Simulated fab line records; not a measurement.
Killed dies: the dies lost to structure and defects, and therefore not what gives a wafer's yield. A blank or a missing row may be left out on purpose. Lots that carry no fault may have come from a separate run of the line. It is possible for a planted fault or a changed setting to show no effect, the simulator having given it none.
Which tool is to blame?    flow sfq_line    7 lots with 21 wafers sampled at 2 steps, on a route of 325 steps

== WHAT EACH GAUGE READ, for each wafer ==
SFQ_M0_RS_MEAS_904: uses a four-point probe to measure.
lot   measured      on             M0_NB_RS (ohm/sq)
L581  day 5 21:29   film_metro-02  0.876 0.870 0.863
L584  day 6 11:08   film_metro-03  0.878 0.876 0.883
L589  day 7 14:49   film_metro-02  0.860 0.856 0.858
L591  day 8 05:11   film_metro-01  0.873 0.879 0.901
L597  day 9 19:29   film_metro-02  0.886 0.896 0.900
L600  day 10 12:06  film_metro-03  0.900 0.895 0.888
L603  day 11 01:20  film_metro-01  0.892 0.886 0.882

== EACH LOT AND THE TOOL THAT RAN IT (in order: tool; ch and the chambers of the sampled wafers; start) ==
lot   SFQ_TRILAYER_M0_DEP_SPUTTER_019
L581  pvd_sputter-05, day 5 21:23
L584  pvd_sputter-05, day 6 11:00
L589  pvd_sputter-04, day 7 14:43
L591  pvd_sputter-04, day 8 05:06
L597  pvd_sputter-05, day 9 19:24
L600  pvd_sputter-05, day 10 12:00
L603  pvd_sputter-05, day 11 01:12
- SFQ_TRILAYER_M0_DEP_SPUTTER_019: material Nb, target thk 200 nm, time 133.3 s.

== THE ANSWER, worked out from the rows above alone ==
Rule: what is usual is taken from the lots themselves. Put in order of their means at a reading, lots are off if they are a third of the lots or fewer, leave a main group of 4 or more, and stand apart from it by a gap of 3 or more times the standard deviation of the main group's means; of several such gaps the widest counts. Not used: any main group whose means are identical at the precision the tables above print for the reading. Also off: a lot with no number at a reading for which 4 or more lots have one. The other lots that the step has rows for count as sound.
No lot is off at any reading shown: from this, nothing can be told.

== WHAT WAS PUT IN BY THE SIMULATOR ==
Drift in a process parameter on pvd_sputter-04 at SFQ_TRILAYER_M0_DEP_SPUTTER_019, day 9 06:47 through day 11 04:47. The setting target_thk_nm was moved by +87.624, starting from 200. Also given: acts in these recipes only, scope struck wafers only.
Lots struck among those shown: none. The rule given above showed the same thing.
